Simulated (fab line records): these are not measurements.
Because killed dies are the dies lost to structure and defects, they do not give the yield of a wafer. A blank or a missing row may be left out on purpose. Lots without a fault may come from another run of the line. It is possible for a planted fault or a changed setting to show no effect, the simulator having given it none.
Comparing a struck lot with a sound one    flow sky130    18 steps out of a route of 708
Sound: the wafers L939.1, L939.2, L939.3. Struck: wafers L953.1, L953.2, L953.5. At the end, the cause is stated.
Order at every step that has rows: each side's tool, ch and its chambers, its first start. Under that, the readings that differ: sound wafers    struck wafers    difference of the means    sigmas: that difference in standard deviations of wafers without a fault.
alike: readings with means less than 2 such deviations apart, plus words and numbers identical on both sides. not compared: withheld readings, readings lacking a value on some wafer, bounds such as >300 that could conceal the same value, and numbers that have no deviation in the record and whose values overlap.
A row with sigmas, a row that says differs or no value, or rows on one side alone: a step with any of these is where the two part. When numbers do not overlap yet have no deviation, they are printed without sigmas and do not part them. A reading that every wafer of one side lacks parts them only if that side has two wafers or more.

SKY_CONTACT_CMP_04: polishes SiO2.
  sound on cmp-02 ch 0,2,3, day 31 08:14; struck on cmp-01 ch 0,2,3, day 35 17:29
  alike: motor current A, retaining ring pressure frac, time to endpoint s
SKY_CONTACT_BOW_MEAS_05:
  struck on film metro-03, day 35 17:41; sound on film metro-01, day 31 08:32
  alike: CONTACT_BOW
then, 8 steps without rows for these wafers: SKY_CONTACT_DEHYDRATE_06 (time 60 s); SKY_CONTACT_HMDS_07 (prime time 60 s); SKY_CONTACT_COAT_08 (resist thk 60 nm); SKY_CONTACT_COAT_09 (resist thk 450 nm); SKY_CONTACT_SOFTBAKE_10 (time 90 s); SKY_CONTACT_EXPOSE_11 (exposes mask CTM1, target cd 170 nm); SKY_CONTACT_PEB_12; SKY_CONTACT_DEVELOP_13 (develop time 60 s).
SKY_CONTACT_CD_MEAS_14: the cd target is 170 nm.
  struck on cd sem-01, day 36 18:49; sound on cd sem-01, day 32 12:13
  alike: cd nm
SKY_CONTACT_OVL_MEAS_15:
  struck on overlay-01, day 36 18:56; sound on overlay-02, day 32 12:20
  alike: CONTACT_OVL
SKY_CONTACT_ETCH_16: etches BARC in N2/H2, stops on SiO2, time 45.9 s, target depth 60 nm.
  sound on rie diel-01 ch 0,2,3, day 32 12:23; struck on rie diel-04 ch 0,1,2, day 36 18:59
reading                                         sound              struck             difference  sigmas
oes product au (a.u.)                           0.847 0.858 0.858  0.705 0.699 0.704  -0.152      -32
model.KrF-thick_of_CONTACT_COAT_09.thk nm (nm)  395.1 395.9 394.5  412.5 411.1 412.8  +17.0       
model.etch.depth nm (nm)                        59.95 60.02 59.89  40.45 40.22 40.16  -19.68      
model.CONTACT.cd nm (nm)                        169.2 170.7 170.6  168.1 167.1 166.7  -2.9        
  alike: drypump motor current A, throttle valve pct
  not compared: rf hours counter h
SKY_CONTACT_ETCH_17: etches SiO2 in C4F8/O2/Ar, stops on Si3N4, target depth 340 nm.
  sound on rie diel-01 ch 0,2,3, day 32 12:25; struck on rie diel-04 ch 0,1,2, day 36 19:01
  alike: oes product au
SKY_CONTACT_ETCH_18: etches Si3N4 in CHF3/O2, stops on TiN, time 39 s, target depth 75 nm.
  sound on rie diel-01 ch 0,2,3; struck on rie diel-04 ch 0,1,2
reading                                         sound              struck             difference  sigmas
model.KrF-thick_of_CONTACT_COAT_09.thk nm (nm)  248.4 243.9 244.8  262.3 262.8 264.1  +17.4       
model.CONTACT.cd nm (nm)                        169.3 170.9 170.4  168.5 166.8 167.5  -2.6        
  alike: drypump motor current A, oes product au, throttle valve pct
  not compared: rf hours counter h
SKY_CONTACT_STRIP_19: strips in O2/N2.
  sound on plasma asher-01 ch 0,1, day 32 12:31; struck on plasma asher-02 ch 0,1, day 36 19:07
reading                       sound              struck             difference  sigmas
strip time to endpoint s (s)  3.657 3.634 3.625  3.819 3.822 3.842  +0.189      +7
  alike: drypump motor current A, o2 flow sccm, oes product au
  not compared: rf hours counter h
then, 1 step without rows for these wafers: SKY_CONTACT_STRIP_20 (strips in post etch residue remover, time 1200 s).
-- the record jumps here: 13 days lie between the struck wafers' starts before and after (it left off in module CONTACT and takes up again in module PAD_OPEN, whose first step shown is number 708 of the route) --
SKY_PAD_OPEN_PROBE_99:
  struck on prober-02, day 49 13:12; sound on prober-02, day 46 10:44
reading                                 sound  struck  difference  sigmas
model.etest.cap poly to well.open       0 0 0  1 1 1   +1          
model.etest.cap thin oxide.open         0 0 0  1 1 1   +1          
model.etest.res pwde under gate.open    0 0 0  1 1 1   +1          
model.etest.pfet_01v8_mvt.under floor   0 0 0  1 1 1   +1          
model.etest.sonos uncharged.open        0 0 0  1 1 1   +1          
model.etest.mcon chain.open             0 0 0  1 1 1   +1          
model.etest.nfet g5v0d10v5.under floor  0 0 0  1 1 1   +1          
model.etest.licon pdiff.open            0 0 0  1 1 1   +1          
  alike: killed_at_M0_to_M3, killed_at_M4_up, killed at contacts, killed at front end, killed at other, killed dies, killed open, killed short

WHERE THEY PART
Last at SKY_CONTACT_STRIP_19 as far as this record goes, first at SKY_CONTACT_ETCH_16. Later steps at which nothing parts them and some readings are alike: SKY_PAD_OPEN_PROBE_99.

WHY: what had been put in by the simulator
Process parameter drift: rie diel-04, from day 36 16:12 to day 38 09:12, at SKY_CONTACT_ETCH_16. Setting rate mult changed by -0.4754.
